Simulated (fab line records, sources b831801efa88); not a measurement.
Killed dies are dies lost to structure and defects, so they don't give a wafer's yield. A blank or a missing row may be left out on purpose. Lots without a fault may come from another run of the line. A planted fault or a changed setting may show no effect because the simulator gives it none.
A struck lot beside a sound one | flow sky130 | 17 steps out of a route of 708
Sound: wafers L612.1, L612.4, L612.6. Struck: wafer L625.2. (L625.1, L625.5 of the same lot were not struck and are left out.) The cause comes at the end.
At each step with rows: each side's tool, then ch and its chambers, then its first start. Under that, the readings that differ: sound wafers | struck wafers | difference of the means | sigmas: that difference in standard deviations of wafers without a fault.
alike: readings whose means differ by less than 2 such deviations, and words and numbers that are the same on both sides. not compared: withheld readings, readings that some wafer has no value for, bounds like >300 that may hide the same value, and numbers for which the record gives no deviation and whose values overlap.
The two part at a step that has a row with sigmas, a row that says differs or no value, or rows on one side only. Numbers that don't overlap but have no deviation are shown without sigmas and don't part them. A reading that every wafer of one side lacks parts them only if that side has two wafers or more.

first, 2 steps without rows for these wafers: SKY_CONTACT_PEB_12; SKY_CONTACT_DEVELOP_13 (develop time 60 s).
SKY_CONTACT_CD_MEAS_14: target cd 170 nm.
  sound on cd_sem-01, day 32 23:07; struck on cd_sem-01, day 36 21:43
  reading    | sound             | struck | difference | sigmas
  cd_nm (nm) | 173.2 172.1 173.2 | 167.9  | -4.9       | -4
SKY_CONTACT_OVL_MEAS_15:
  sound on overlay-02, day 32 23:14; struck on overlay-02, day 36 21:50
  reading          | sound   | struck | difference | sigmas
  CONTACT_OVL (nm) | 11 10 7 | -4     | -13        | -2
then, 1 step without rows for these wafers: SKY_CONTACT_ETCH_16 (etches BARC in N2/H2, stops on SiO2, time 45.9 s, target depth 60 nm).
SKY_CONTACT_ETCH_17: etches SiO2 in C4F8/O2/Ar, stops on Si3N4, target depth 340 nm.
  sound on rie_diel-03 ch 2,3, day 32 23:19; struck on rie_diel-01 ch 0, day 36 21:55
  alike: oes_product_au
SKY_CONTACT_ETCH_18: etches Si3N4 in CHF3/O2, stops on TiN, time 39 s, target depth 75 nm.
  sound on rie_diel-03 ch 2,3; struck on rie_diel-01 ch 0
  alike: drypump_motor_current_A, oes_product_au, throttle_valve_pct
  not compared: rf_hours_counter_h
SKY_CONTACT_STRIP_19: strips in O2/N2.
  sound on plasma_asher-04 ch 0,1, day 32 23:25; struck on plasma_asher-02 ch 0, day 36 22:01
  alike: drypump_motor_current_A, oes_product_au, strip_time_to_endpoint_s
  not compared: rf_hours_counter_h
then, 3 steps without rows for these wafers: SKY_CONTACT_STRIP_20 (strips in post etch residue remover, time 1200 s); SKY_CONTACT_CLEAN_21 (cleans in IPA, time 180 s); SKY_CONTACT_CLEAN_22 (cleans in O3/DIW).
SKY_CONTACT_SPUTTER_23: material TiN, target thk 20 nm, time 80 s.
  sound on pvd_sputter-01, day 33 00:01; struck on pvd_sputter-02, day 36 22:36
  reading                | sound          | struck | difference | sigmas
  throttle_valve_pct (%) | 30.7 30.9 31.6 | 28.9   | -2.2       | -2
SKY_CONTACT_CVD_24: deposits W, target thk 340 nm, time 102.12 s.
  sound on cvd_w-02 ch 0,1, day 33 00:05; struck on cvd_w-02 ch 1, day 36 22:40
  alike: heater_power_w
SKY_CONTACT_RS_MEAS_25: measures by four-point-probe.
  sound on film_metro-01, day 33 00:11; struck on film_metro-02, day 36 23:04
  reading               | sound             | struck | difference | sigmas
  CONTACT_W_RS (ohm/sq) | 0.333 0.332 0.337 | 0.431  | +0.097     | +30
  not compared: hold
SKY_CONTACT_THK_MEAS_26: measures by xrf.
  sound on film_metro-01, day 33 00:19; struck on film_metro-02, day 37 03:05
  reading            | sound       | struck | difference | sigmas
  CONTACT_W_THK (nm) | 353 356 348 | 284    | -68        | -10
  not compared: hold
SKY_CONTACT_CMP_27: polishes, stops on SiO2, t overpolish 15 s, target thk 0 nm.
  sound on cmp-02 ch 0,1,3, day 33 00:28; struck on cmp-01 ch 2, day 37 07:52
  reading | sound | struck                   | difference                   | sigmas
  hold    | - - - | await_dispo/4.1h/release | no value on the sound wafers |
  alike: motor_current_A, overpolish_run_s, time_to_endpoint_s
-- the record jumps here: 13 days lie between the struck wafers' starts before and after (it left off in module CONTACT and takes up again in module PAD_OPEN, whose first step shown is number 708 of the route) --
SKY_PAD_OPEN_PROBE_99:
  sound on prober-02, day 46 22:56; struck on prober-02, day 49 20:10
  reading            | sound    | struck | difference | sigmas
  killed_at_M0_to_M3 | 38 39 26 | 52     | +18        | +3
  killed_at_contacts | 12 18 26 | 30     | +11        | +2
  killed_dies        | 69 79 68 | 97     | +25        | +3
  killed_on_rim      | 11 15 16 | 24     | +10        | +2
  killed_open        | 36 41 43 | 55     | +15        | +2
  alike: killed_at_M4_up, killed_at_front_end, killed_at_other, killed_short

WHERE THEY PART
First at SKY_CONTACT_CD_MEAS_14; last, within this record, at SKY_PAD_OPEN_PROBE_99.

WHY: what the simulator had put in
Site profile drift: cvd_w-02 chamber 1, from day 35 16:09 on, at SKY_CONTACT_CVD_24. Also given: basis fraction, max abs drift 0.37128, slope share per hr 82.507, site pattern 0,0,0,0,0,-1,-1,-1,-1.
